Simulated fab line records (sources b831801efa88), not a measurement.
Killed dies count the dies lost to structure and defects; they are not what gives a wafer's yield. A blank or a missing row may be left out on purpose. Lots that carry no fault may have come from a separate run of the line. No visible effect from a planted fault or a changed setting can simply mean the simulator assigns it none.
The tool behind it: which one? :: flow gf180mcu :: 39 wafers sampled from 13 lots at 1 step of a route of 602

WHAT THE GAUGES SHOWED, per wafer
GF_M5_OVL_MEAS_08.
lot: L972
measured: day 26 09:38
on: overlay-02
M5_OVL (nm): 2 1 0

lot: L973
measured: day 26 13:34
on: overlay-01
M5_OVL (nm): -1 0 -6

lot: L974
measured: day 26 21:55
on: overlay-01
M5_OVL (nm): 9 10 11

lot: L975
measured: day 27 09:35
on: overlay-01
M5_OVL (nm): 0 2 -4

lot: L976
measured: day 27 15:55
on: overlay-02
M5_OVL (nm): 1 -3 0

lot: L977
measured: day 27 21:45
on: overlay-02
M5_OVL (nm): 4 2 2

lot: L981
measured: day 29 09:08
on: overlay-01
M5_OVL (nm): 8 8 1

lot: L982
measured: day 29 11:53
on: overlay-02
M5_OVL (nm): -2 11 -3

lot: L983
measured: day 29 23:05
on: overlay-01
M5_OVL (nm): -8 5 -1

lot: L987
measured: day 30 20:14
on: overlay-01
M5_OVL (nm): -2 -6 -13

lot: L989
measured: day 31 13:24
on: overlay-01
M5_OVL (nm): -2 0 1

lot: L993
measured: day 32 09:14
on: overlay-01
M5_OVL (nm): -7 -14 -3

lot: L994
measured: day 32 11:53
on: overlay-01
M5_OVL (nm): 10 0 6

WHAT TOOL EACH LOT RAN ON (gives the tool, then ch and the chambers of the sampled wafers, and finally the start)
The record holds no process step before these readings.

AS READ BY THE TOOLS THEMSELVES (means over the sampled wafers that have a number; for cases with no such wafer, the mark the record gives instead)
The record holds no such reading with a usual standard deviation.

THE ANSWER, worked out from the rows above alone
Rule: what is usual is taken from the lots themselves. Put in order of their means at a reading, lots are off if they are a third of the lots or fewer, leave a main group of 4 or more, and stand apart from it by a gap of 3 or more times the standard deviation of the main group's means; of several such gaps the widest counts. A main group is skipped when, at the precision printed for the reading in the tables above, its means are all equal. A lot without any number at a reading at which 4 lots or more have one is off too. All remaining lots with rows at the step are treated as sound. The gauges are gone through in route order, then the tools' own readings, and for those a lot's mean is taken as printed above. The first step at which some lot is off is used, and at that step the reading that is off furthest; a lot without a number counts as furthest.
Across all readings shown, no lot is off: no conclusion can be drawn from this.

WHAT THE SIMULATOR HAD INSERTED
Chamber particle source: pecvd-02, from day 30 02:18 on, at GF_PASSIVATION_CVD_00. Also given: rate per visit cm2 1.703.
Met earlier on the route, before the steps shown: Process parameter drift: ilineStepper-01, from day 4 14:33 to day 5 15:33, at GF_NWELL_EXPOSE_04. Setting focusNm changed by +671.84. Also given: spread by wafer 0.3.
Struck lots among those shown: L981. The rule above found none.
